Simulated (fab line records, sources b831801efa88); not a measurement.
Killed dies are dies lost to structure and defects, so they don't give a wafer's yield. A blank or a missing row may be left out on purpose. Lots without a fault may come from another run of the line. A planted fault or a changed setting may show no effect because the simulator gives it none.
A struck lot beside a sound one | flow sky130 | 43 steps out of a route of 708
Sound: wafers L968.1, L968.4, L968.5. Struck: wafers L959.1, L959.3. (L959.2 of the same lot was not struck and is left out.) The cause comes at the end.
At each step with rows: each side's tool, then ch and its chambers, then its first start. Under that, the readings that differ: sound wafers | struck wafers | difference of the means | sigmas: that difference in standard deviations of wafers without a fault.
alike: readings whose means differ by less than 2 such deviations, and words and numbers that are the same on both sides. not compared: withheld readings, readings that some wafer has no value for, bounds like >300 that may hide the same value, and numbers for which the record gives no deviation and whose values overlap.
The two part at a step that has a row with sigmas, a row that says differs or no value, or rows on one side only. Numbers that don't overlap but have no deviation are shown without sigmas and don't part them. A reading that every wafer of one side lacks parts them only if that side has two wafers or more.

first, 3 steps without rows for these wafers: SKY_VIA3_EXPOSE_09 (exposes mask VIM3, target cd 200 nm); SKY_VIA3_PEB_10; SKY_VIA3_DEVELOP_11 (develop time 60 s).
SKY_VIA3_CD_MEAS_12: target cd 200 nm.
  sound on cd_sem-01, day 44 20:34; struck on cd_sem-01, day 42 06:50
  reading    | sound             | struck      | difference | sigmas
  cd_nm (nm) | 198.6 199.3 200.3 | 203.1 202.0 | +3.2       | +2
SKY_VIA3_OVL_MEAS_13:
  sound on overlay-01, day 44 20:41; struck on overlay-02, day 42 06:58
  alike: VIA3_OVL
then, 7 steps without rows for these wafers: SKY_VIA3_ETCH_14 (etches BARC in N2/H2, stops on SiO2, time 45.9 s, target depth 60 nm); SKY_VIA3_ETCH_15 (etches SiO2 in C4F8/O2/Ar, stops on TiN, target depth 507 nm, time 78 s); SKY_VIA3_STRIP_16 (strips in O2/N2); SKY_VIA3_STRIP_17 (strips in post etch residue remover, time 1200 s); SKY_VIA3_CLEAN_18 (cleans in IPA, time 180 s); SKY_VIA3_CLEAN_19 (cleans in O3/DIW); SKY_VIA3_SPUTTER_20 (material TiN, target thk 20 nm, time 80 s).
SKY_VIA3_CVD_21: deposits W, target thk 390 nm, time 117.31 s.
  sound on cvd_w-01 ch 0, day 44 21:29; struck on cvd_w-02 ch 1, day 42 07:45
  alike: heater_power_w
SKY_VIA3_RS_MEAS_22: measures by four-point-probe.
  sound on film_metro-01, day 44 21:36; struck on film_metro-03, day 42 07:52
  alike: VIA3_W_RS
SKY_VIA3_THK_MEAS_23: measures by xrf.
  sound on film_metro-01, day 44 21:43; struck on film_metro-03, day 42 07:59
  alike: VIA3_W_THK
SKY_VIA3_CMP_24: polishes, stops on SiO2, t overpolish 20 s, target thk 0 nm.
  sound on cmp-02 ch 1,2,3, day 44 21:53; struck on cmp-01 ch 1,3, day 42 08:17
  alike: head_pressure_psi, motor_current_A, overpolish_run_s, time_to_endpoint_s
SKY_METAL4_SPUTTER_00: material Ti, target thk 15 nm, time 10 s.
  sound on pvd_sputter-01, day 44 22:05; struck on pvd_sputter-03, day 42 08:32
  alike: throttle_valve_pct
SKY_METAL4_SPUTTER_01: material TiN, target thk 20 nm, time 16.7 s.
  sound on pvd_sputter-01, day 44 22:06; struck on pvd_sputter-03, day 42 08:33
  alike: throttle_valve_pct
SKY_METAL4_SPUTTER_02: material AlCu, target thk 735 nm, time 39.64 s.
  sound on pvd_sputter-01, day 44 22:08; struck on pvd_sputter-03, day 42 08:35
  alike: throttle_valve_pct
then, 3 steps without rows for these wafers: SKY_METAL4_SPUTTER_03 (material Ti, target thk 5 nm, time 3.3 s); SKY_METAL4_SPUTTER_04 (material TiN, target thk 70 nm, time 58.3 s); SKY_CAP2M_CVD_00 (deposits SiO2, target thk 15.5 nm).
SKY_CAP2M_THK_MEAS_01:
  sound on film_metro-03, day 44 22:16; struck on film_metro-01, day 42 08:43
  alike: CAP2M_CVD_00_THK
then, 1 step without rows for these wafers: SKY_CAP2M_SPUTTER_02 (material TiN, target thk 200 nm, time 166.7 s).
SKY_CAP2M_RS_MEAS_03: measures by four-point-probe.
  sound on film_metro-01, day 44 22:26; struck on film_metro-03, day 42 08:53
  alike: CAP2M_TIN_RS
SKY_CAP2M_THK_MEAS_04: measures by xrf.
  sound on film_metro-01, day 44 22:33; struck on film_metro-03, day 42 09:00
  alike: CAP2M_TIN_THK
then, 7 steps without rows for these wafers: SKY_CAP2M_DEHYDRATE_05 (time 60 s); SKY_CAP2M_HMDS_06 (prime time 60 s); SKY_CAP2M_COAT_07 (resist thk 1140 nm); SKY_CAP2M_SOFTBAKE_08 (time 60 s); SKY_CAP2M_EXPOSE_09 (exposes mask CAP2M, target cd 1000 nm); SKY_CAP2M_PEB_10; SKY_CAP2M_DEVELOP_11 (develop time 60 s).
SKY_CAP2M_OVL_MEAS_12:
  sound on overlay-01, day 45 18:59; struck on overlay-01, day 43 08:08
  alike: CAP2M_OVL
then, 1 step without rows for these wafers: SKY_CAP2M_METAL_ETCH_13 (etches TiN in Cl2/BCl3, stops on SiO2, target depth 220 nm, time 62.9 s).
SKY_CAP2M_STRIP_14: strips in O2/N2.
  sound on plasma_asher-04 ch 0,1, day 45 19:06; struck on plasma_asher-04 ch 0,1, day 43 08:15
  alike: drypump_motor_current_A, oes_product_au, strip_time_to_endpoint_s
  not compared: rf_hours_counter_h
then, 6 steps without rows for these wafers: SKY_CAP2M_STRIP_15 (strips in post etch residue remover, time 1200 s); SKY_CAP2M_CLEAN_16 (cleans in IPA, time 180 s); SKY_CAP2M_CLEAN_17 (cleans in O3/DIW); SKY_METAL4_DEHYDRATE_05 (time 60 s); SKY_METAL4_HMDS_06 (prime time 60 s); SKY_METAL4_COAT_07 (resist thk 59.38 nm).
-- the record jumps here: 5 days lie between the struck wafers' starts before and after (it left off in module METAL4 and takes up again in module PAD_OPEN, whose first step shown is number 708 of the route) --
SKY_PAD_OPEN_PROBE_99:
  sound on prober-02, day 50 04:46; struck on prober-01, day 48 05:21
  reading                               | sound              | struck      | difference | sigmas
  defect_limited_yield (%)              | 84.1 84.1 86.4     | 76.0 76.2   | -8.8       | -5
  killed_at_M0_to_M3                    | 34 34 35           | 75 74       | +40        | +6
  killed_dies                           | 78 78 67           | 118 117     | +43        | +5
  killed_on_rim                         | 17 15 10           | 26 29       | +14        | +4
  sort_bin_3_pad_short (%)              | 0.8 0.4 0.8        | 1.8 2.0     | +1.2       | +3
  sort_bin_5_function (%)               | 9.3 8.3 8.7        | 14.6 14.0   | +5.5       | +4
  sort_n_pass                           | 407 414 413        | 371 371     | -40        | -4
  sort_yield_pct (%)                    | 82.7 84.1 83.9     | 75.4 75.4   | -8.2       | -4
  model.etest.tester.sort_n_pass        | 407 414 413        | 371 371     | -40        |
  model.etest.tester.sort_yield_pct (%) | 82.72 84.15 83.94  | 75.41 75.41 | -8.19      |
  model.etest.tester.sort_bin_5_pct (%) | 9.35 8.333 8.74    | 14.63 14.02 | +5.52      |
  model.etest.tester.sort_bin_3_pct (%) | 0.813 0.4065 0.813 | 1.829 2.033 | +1.254     |
  alike: killed_at_M4_up, killed_at_contacts, killed_at_front_end, killed_at_other, killed_open, killed_short, sort_bin_6_memory, sort_bin_8_speed

WHERE THEY PART
First at SKY_VIA3_CD_MEAS_12; last, within this record, at SKY_PAD_OPEN_PROBE_99.

WHY: what the simulator had put in
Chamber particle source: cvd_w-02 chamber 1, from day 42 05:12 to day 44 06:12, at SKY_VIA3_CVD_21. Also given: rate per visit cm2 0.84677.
